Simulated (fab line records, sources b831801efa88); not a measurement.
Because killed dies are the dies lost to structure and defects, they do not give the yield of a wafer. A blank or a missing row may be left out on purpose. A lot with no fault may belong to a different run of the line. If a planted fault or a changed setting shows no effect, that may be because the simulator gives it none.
Comparing a struck lot with a sound one	flow sky130	30 out of 708 route steps
Sound: the wafers L986.3, L986.4, L986.5. Wafers struck: L982.3, L982.4, L982.6. Last of all comes the cause.
Each step with rows lists, per side, the tool, then ch with its chambers, then its first start. Under that, the readings that differ: sound wafers	struck wafers	difference of the means	sigmas: that difference in standard deviations of wafers without a fault.
alike: words and numbers the same on both sides, and readings whose means are apart by under 2 such deviations; not compared: readings that were withheld, readings missing a value for some wafer, numbers with overlapping values and no deviation given by the record, and bounds like >300 which may hide the same value.
Wherever a step has rows on one side only, a row that says differs or no value, or a row with sigmas, the two part there. Non-overlapping numbers with no deviation appear without sigmas and do not part them. A reading missing from all wafers of one side parts the sides only when that side holds two or more wafers.

first, 1 step without rows for these wafers: SKY_PWDE_IMPLANT_08.
SKY_PWDE_STRIP_09: strips in O2/N2.
  sound on plasma asher-02 ch 0,1, day 7 08:23; struck on plasma asher-03 ch 0,1, day 6 09:39
  alike: drypump motor current A, oes product au, strip time to endpoint s
  not compared: rf hours counter h
SKY_PWDE_TW_MEAS_10:
  struck on film metro-03, day 6 09:44; sound on film metro-02, day 7 08:28
reading	sound	struck	difference	sigmas
PWDE_TW	373.5 373.6 373.4	379.0 375.4 378.6	+4.2	+2
then, 7 steps without rows for these wafers: SKY_NWELL_DEHYDRATE_03 (time 60 s); SKY_NWELL_HMDS_04 (prime time 60 s); SKY_NWELL_COAT_05 (resist thk 3000 nm); SKY_NWELL_SOFTBAKE_06; SKY_NWELL_EXPOSE_07 (exposes mask NWM, target cd 840 nm); SKY_NWELL_PEB_08; SKY_NWELL_DEVELOP_09 (develop time 60 s).
SKY_NWELL_OVL_MEAS_10:
  struck on overlay-01, day 7 05:14; sound on overlay-02, day 8 04:34
  alike: NWELL_00_OVL
after that, 1 step had no rows for these wafers: SKY_NWELL_IMPLANT_11.
SKY_NWELL_IMPLANT_12:
  sound on implanter-03 ch 0, day 8 04:48; struck on implanter-03, day 7 05:27
  no value came back on the struck wafers for beam energy keV, beam on s (s); on the sound wafers beam energy keV reads 119.96 119.95 120.01
after that, 1 step had no rows for these wafers: SKY_NWELL_IMPLANT_13.
SKY_NWELL_STRIP_14: strips in O2/N2.
  sound on plasma asher-02 ch 0,1, day 8 05:05; struck on plasma asher-03 ch 0,1, day 7 05:44
  alike: drypump motor current A, oes product au, strip time to endpoint s
  not compared: rf hours counter h
SKY_NWELL_TW_MEAS_15:
  struck on film metro-01, day 7 05:49; sound on film metro-02, day 8 05:10
reading	sound	struck	difference	sigmas
NWELL_TW	1830 1820 1826	1791 1787 1798	-33	-3
then, 7 steps without rows for these wafers: SKY_NWELL_DEHYDRATE_16 (time 60 s); SKY_NWELL_HMDS_17 (prime time 60 s); SKY_NWELL_COAT_18 (resist thk 3000 nm); SKY_NWELL_SOFTBAKE_19; SKY_NWELL_EXPOSE_20 (exposes mask NWM COMPLEMENT, target cd 840 nm); SKY_NWELL_PEB_21; SKY_NWELL_DEVELOP_22 (develop time 60 s).
SKY_NWELL_OVL_MEAS_23:
  struck on overlay-02, day 8 02:05; sound on overlay-02, day 9 00:59
  alike: NWELL_01_OVL
after that, 1 step had no rows for these wafers: SKY_NWELL_IMPLANT_24.
SKY_NWELL_STRIP_25: strips in O2/N2.
  sound on plasma asher-02 ch 0,1, day 9 01:12; struck on plasma asher-02 ch 0,1, day 8 02:17
  alike: drypump motor current A, oes product au, strip time to endpoint s
  not compared: rf hours counter h
SKY_NWELL_TW_MEAS_26:
  struck on film metro-02, day 8 02:22; sound on film metro-02, day 9 01:17
  alike: NWELL_2_TW
then, 1 step without rows for these wafers: SKY_NWELL_CLEAN_27 (cleans in SC1/SC2, time 150 s).
SKY_NWELL_RTA_28: time 30 s.
  sound on rtp anneal-02 ch 0, day 9 01:25; struck on rtp anneal-01 ch 0, day 8 02:29
  alike: chamber o2 ppm, lamp power pct, wafer_temp_C_max
SKY_NWELL_RS_MEAS_29: measures by four-point-probe.
  struck on film metro-02, day 8 02:36; sound on film metro-03, day 9 01:31
reading	sound	struck	difference	sigmas
NWELL_RS (ohm/sq)	624.4 624.3 625.6	667.6 670.8 668.8	+44.3	+30

## WHERE THEY PART
Earliest at SKY_PWDE_TW_MEAS_10; latest, in this record, at SKY_NWELL_RS_MEAS_29.

WHY: the cause the simulator had injected
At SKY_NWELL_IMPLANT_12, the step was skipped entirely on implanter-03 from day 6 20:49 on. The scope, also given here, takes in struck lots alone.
